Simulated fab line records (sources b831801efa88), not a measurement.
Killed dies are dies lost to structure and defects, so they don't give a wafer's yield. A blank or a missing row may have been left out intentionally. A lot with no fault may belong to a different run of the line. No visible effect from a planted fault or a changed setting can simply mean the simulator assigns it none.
Matching of chambers :: flow gf180mcu :: GF_V1_CMP_04 on cmp-01 has 4 sister chambers
The step polishes SiO2. 20 wafers are shown with their chamber, then 10 later ones without.

== EACH WAFER AND ITS CHAMBER ==
wafer: L939.1
chamber: 3
motor current A (A): 10.9
time to endpoint s (s): 80

wafer: L939.2
chamber: 0
motor current A (A): 13.1
time to endpoint s (s): 73

wafer: L939.6
chamber: 3
motor current A (A): 10.8
time to endpoint s (s): 84

wafer: L940.2
chamber: 1
motor current A (A): 9.9
time to endpoint s (s): 78

wafer: L940.4
chamber: 3
motor current A (A): 10.8
time to endpoint s (s): 79

wafer: L940.6
chamber: 2
motor current A (A): 12.2
time to endpoint s (s): 78

wafer: L942.3
chamber: 1
motor current A (A): 10.3
time to endpoint s (s): 72

wafer: L942.4
chamber: 2
motor current A (A): 12.4
time to endpoint s (s): 81

wafer: L942.6
chamber: 3
motor current A (A): 10.5
time to endpoint s (s): 84

wafer: L943.2
chamber: 2
motor current A (A): 12.4
time to endpoint s (s): 77

wafer: L943.3
chamber: 1
motor current A (A): 9.8
time to endpoint s (s): 82

wafer: L943.4
chamber: 0
motor current A (A): 13.7
time to endpoint s (s): 78

wafer: L944.3
chamber: 2
motor current A (A): 12.8
time to endpoint s (s): 79

wafer: L944.5
chamber: 1
motor current A (A): 10.1
time to endpoint s (s): 83

wafer: L944.6
chamber: 0
motor current A (A): 13.6
time to endpoint s (s): 81

wafer: L950.1
chamber: 3
motor current A (A): 11.2
time to endpoint s (s): 87

wafer: L950.2
chamber: 0
motor current A (A): 13.4
time to endpoint s (s): 64

wafer: L950.6
chamber: 3
motor current A (A): 11.0
time to endpoint s (s): 94

wafer: L951.1
chamber: 1
motor current A (A): 10.1
time to endpoint s (s): 85

wafer: L951.4
chamber: 3
motor current A (A): 11.2
time to endpoint s (s): 89

SIGNATURES (averages over the wafers above)
reading: motor current A
chamber 0: 13.450
chamber 1: 10.040
chamber 2: 12.450
chamber 3: 10.914
scatter within a chamber: 0.24

reading: time to endpoint s
chamber 0: 74.00
chamber 1: 80.00
chamber 2: 78.75
chamber 3: 85.29
scatter within a chamber: 5.27
Rule: a wafer lies at a distance from a chamber equal to the root of the sum of squares, over the readings, of (its reading less the chamber's mean, divided by the reading's scatter). The wafer belongs to the nearest chamber; if the next one is less than 2 further off, it can't be placed. How the scatter is found: for the shown wafers, subtract from each reading the mean of its chamber, square and add these, divide the total by (wafers less chambers), then take the root.

== WAFERS WITHOUT THEIR CHAMBER ==
wafer: L951.5
motor current A (A): 12.1
time to endpoint s (s): 70

wafer: L952.2
motor current A (A): 11.8
time to endpoint s (s): 76

wafer: L952.3
motor current A (A): 10.4
time to endpoint s (s): 80

wafer: L952.4
motor current A (A): 11.4
time to endpoint s (s): 81

wafer: L958.1
motor current A (A): 12.3
time to endpoint s (s): 79

wafer: L958.2
motor current A (A): 10.7
time to endpoint s (s): 86

wafer: L958.5
motor current A (A): 12.4
time to endpoint s (s): 82

wafer: L959.1
motor current A (A): 12.0
time to endpoint s (s): 84

wafer: L959.2
motor current A (A): 11.2
time to endpoint s (s): 86

wafer: L959.6
motor current A (A): 10.5
time to endpoint s (s): 91

== WHICH CHAMBER EACH WENT THROUGH ==
wafer: L951.5
from the rows above: 2
in truth: 2

wafer: L952.2
from the rows above: can't be placed: 2 or 3
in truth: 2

wafer: L952.3
from the rows above: can't be placed: 1 or 3
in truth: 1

wafer: L952.4
from the rows above: 3
in truth: 3

wafer: L958.1
from the rows above: 2
in truth: 2

wafer: L958.2
from the rows above: 3
in truth: 3

wafer: L958.5
from the rows above: 2
in truth: 2

wafer: L959.1
from the rows above: 2
in truth: 2

wafer: L959.2
from the rows above: 3
in truth: 3

wafer: L959.6
from the rows above: can't be placed: 3 or 1
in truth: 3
7 of 10 placed correctly. Unplaceable from these rows: 3, with the true chamber sitting among the candidates in 3. Wrongly placed: 0.
